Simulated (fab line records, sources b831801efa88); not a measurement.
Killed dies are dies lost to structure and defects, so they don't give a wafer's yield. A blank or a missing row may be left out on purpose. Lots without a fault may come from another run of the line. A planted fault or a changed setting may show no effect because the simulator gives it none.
Which tool did it? | flow sky130 | 15 lots, 45 wafers sampled, at 5 steps of a route of 708

WHAT THE GAUGES READ, wafer by wafer
SKY_LOCAL_INTERCONNECT_OVL_MEAS_12. Usual: LOCAL_INTERCONNECT_OVL 0 nm, standard deviation 6.3.
lot  | measured     | on         | LOCAL_INTERCONNECT_OVL (nm) | flag
L722 | day 30 01:24 | overlay-01 | 3 2 1                       |
L724 | day 31 21:25 | overlay-02 | 3 -1 1                      |
L725 | day 32 11:33 | overlay-01 | -4 -9 3                     |
L729 | day 33 01:26 | overlay-02 | 3 -5 -2                     |
L730 | day 33 08:05 | overlay-02 | -3 6 -4                     |
L732 | day 33 12:26 | overlay-01 | -1 -10 -11                  |
L735 | day 34 13:36 | overlay-01 | -11 -3 -2                   |
L738 | day 34 21:35 | overlay-01 | 2 -1 2                      |
L739 | day 34 22:35 | overlay-01 | 2 9 3                       |
L740 | day 35 17:03 | overlay-01 | 3 2 1                       |
L741 | day 36 10:06 | overlay-02 | 2 5 4                       |
L742 | day 36 22:54 | overlay-01 | 6 -8 -2                     |
L744 | day 36 23:05 | overlay-02 | 4 11 -5                     |
L743 | day 36 23:40 | overlay-02 | 1 -12 -3                    |
L745 | day 37 01:43 | overlay-01 | -2 2 0                      |

SKY_VIA2_OVL_MEAS_13. Usual: VIA2_OVL -1 nm, standard deviation 5.7.
lot  | measured     | on         | VIA2_OVL (nm) | flag
L722 | day 35 21:44 | overlay-02 | -1 -2 -10     |
L724 | day 37 11:47 | overlay-01 | 1 10 1        |
L725 | day 38 05:27 | overlay-02 | 0 6 -2        |
L729 | day 38 19:02 | overlay-02 | 1 -15 -10     |
L730 | day 38 22:44 | overlay-02 | -16 8 -7      |
L732 | day 39 06:23 | overlay-02 | -6 -6 6       |
L735 | day 40 03:50 | overlay-02 | 6 7 -5        |
L738 | day 40 12:03 | overlay-02 | 8 0 -2        |
L739 | day 40 12:44 | overlay-01 | 4 2 1         |
L740 | day 41 05:53 | overlay-02 | 2 7 -1        |
L741 | day 41 20:23 | overlay-02 | -2 -2 1       |
L742 | day 42 09:14 | overlay-01 | 1 5 8         |
L744 | day 42 13:12 | overlay-01 | 2 3 -4        |
L743 | day 42 11:33 | overlay-01 | -9 -5 -2      |
L745 | day 42 14:05 | overlay-02 | -4 -8 -9      |

SKY_METAL3_CD_MEAS_13: target cd 300 nm. Usual: cd_nm 300.1 nm, standard deviation 1.4.
lot  | measured     | on        | cd_nm (nm)        | flag
L722 | day 38 03:49 | cd_sem-02 | 298.0 297.8 297.8 |
L724 | day 39 14:07 | cd_sem-01 | 299.1 298.4 299.4 |
L725 | day 40 08:25 | cd_sem-02 | 267.2 299.5 299.7 | OFF
L729 | day 40 21:08 | cd_sem-02 | 297.7 266.2 300.3 | OFF
L730 | day 40 23:19 | cd_sem-02 | 301.3 298.9 300.9 |
L732 | day 41 08:13 | cd_sem-01 | 269.2 299.6 301.1 | OFF
L735 | day 42 05:35 | cd_sem-01 | 302.1 300.4 302.4 |
L738 | day 42 15:23 | cd_sem-02 | 302.6 301.2 301.3 |
L739 | day 42 15:52 | cd_sem-01 | 300.8 300.3 298.7 |
L740 | day 43 05:47 | cd_sem-02 | 298.4 298.5 300.4 |
L741 | day 43 19:37 | cd_sem-02 | 297.7 297.2 297.9 |
L742 | day 44 08:47 | cd_sem-02 | 299.7 298.3 299.7 |
L744 | day 44 11:26 | cd_sem-01 | 300.1 300.3 298.6 |
L743 | day 44 10:47 | cd_sem-01 | 301.2 301.1 301.7 |
L745 | day 44 13:34 | cd_sem-01 | 299.8 298.0 298.9 |

WHICH TOOL RAN EACH LOT (tool, then ch and the chambers of the sampled wafers, then the start)
lot  | SKY_METAL1_SPUTTER_03        | SKY_METAL3_EXPOSE_10
L722 | pvd_sputter-01, day 31 07:47 | krf_scanner-02 ch 0, day 37 14:17
L724 | pvd_sputter-02, day 33 01:37 | krf_scanner-01 ch 0, day 39 04:39
L725 | pvd_sputter-04, day 33 16:24 | krf_scanner-01 ch 0, day 39 20:34
L729 | pvd_sputter-02, day 34 05:57 | krf_scanner-01 ch 0, day 40 09:40
L730 | pvd_sputter-02, day 34 11:50 | krf_scanner-02 ch 0, day 40 11:42
L732 | pvd_sputter-01, day 34 18:14 | krf_scanner-01 ch 0, day 40 19:11
L735 | pvd_sputter-01, day 35 19:16 | krf_scanner-02 ch 0, day 41 16:26
L738 | pvd_sputter-01, day 36 02:32 | krf_scanner-02 ch 0, day 42 04:35
L739 | pvd_sputter-01, day 36 03:22 | krf_scanner-02 ch 0, day 42 05:42
L740 | pvd_sputter-04, day 36 22:30 | krf_scanner-02 ch 0, day 42 17:52
L741 | pvd_sputter-02, day 37 15:12 | krf_scanner-02 ch 0, day 43 09:52
L742 | pvd_sputter-04, day 38 03:52 | krf_scanner-02 ch 0, day 43 21:05
L744 | pvd_sputter-04, day 38 05:36 | krf_scanner-01 ch 0, day 44 00:41
L743 | pvd_sputter-02, day 38 05:18 | krf_scanner-01 ch 0, day 43 23:31
L745 | pvd_sputter-04, day 38 07:25 | krf_scanner-01 ch 0, day 44 03:10
- SKY_METAL1_SPUTTER_03: material Ti, target thk 5 nm, time 3.3 s.
- SKY_METAL3_EXPOSE_10: exposes mask MM3, target cd 300 nm.

WHAT THE TOOLS THEMSELVES READ (means of the sampled wafers that have a number; where no wafer has one, the mark that the record gives instead)
SKY_METAL1_SPUTTER_03. Usual: throttle_valve_pct 30.0 %, standard deviation 0.76.
lot  | tool           | throttle_valve_pct (%) | flag
L722 | pvd_sputter-01 | 30.5                   |
L724 | pvd_sputter-02 | 29.9                   |
L725 | pvd_sputter-04 | 29.9                   |
L729 | pvd_sputter-02 | 29.2                   |
L730 | pvd_sputter-02 | 30.5                   |
L732 | pvd_sputter-01 | 30.2                   |
L735 | pvd_sputter-01 | 30.0                   |
L738 | pvd_sputter-01 | 30.4                   |
L739 | pvd_sputter-01 | 30.0                   |
L740 | pvd_sputter-04 | 29.6                   |
L741 | pvd_sputter-02 | 29.3                   |
L742 | pvd_sputter-04 | 30.0                   |
L744 | pvd_sputter-04 | 29.8                   |
L743 | pvd_sputter-02 | 29.7                   |
L745 | pvd_sputter-04 | 29.6                   |

SKY_METAL3_EXPOSE_10. Usual: focus_offset_nm 0.0 nm, standard deviation 0.55.
lot  | tool           | focus_offset_nm (nm) | flag
L722 | krf_scanner-02 | 0.7                  |
L724 | krf_scanner-01 | -0.1                 |
L725 | krf_scanner-01 | 0.1                  |
L729 | krf_scanner-01 | -0.4                 |
L730 | krf_scanner-02 | -0.1                 |
L732 | krf_scanner-01 | 0.7                  |
L735 | krf_scanner-02 | -1.1                 |
L738 | krf_scanner-02 | -0.1                 |
L739 | krf_scanner-02 | -0.3                 |
L740 | krf_scanner-02 | -0.1                 |
L741 | krf_scanner-02 | -0.5                 |
L742 | krf_scanner-02 | -0.2                 |
L744 | krf_scanner-01 | -0.5                 |
L743 | krf_scanner-01 | -0.1                 |
L745 | krf_scanner-01 | 0.5                  |

THE ANSWER, worked out from the rows above alone
Rule: a lot is off if the mean of its wafers that have a number lies more than 3 standard deviations from the usual mean. A lot without any number at a reading at which 4 lots or more have one is off too. The other lots that the step has rows for count as sound. The gauges are gone through in route order, then the tools' own readings, and for those a lot's mean is taken as printed above. The first step at which some lot is off is used, and at that step the reading that is off furthest; a lot without a number counts as furthest.
Off: L725, L729, L732, at SKY_METAL3_CD_MEAS_13 (cd_nm).
A tool fits if, at a process step before that reading, it ran every lot that is off, and no sound lot after the first of them. The gauges at SKY_METAL3_CD_MEAS_13 are tried like those tools. None of those tried fits.

WHAT THE SIMULATOR HAD PUT IN
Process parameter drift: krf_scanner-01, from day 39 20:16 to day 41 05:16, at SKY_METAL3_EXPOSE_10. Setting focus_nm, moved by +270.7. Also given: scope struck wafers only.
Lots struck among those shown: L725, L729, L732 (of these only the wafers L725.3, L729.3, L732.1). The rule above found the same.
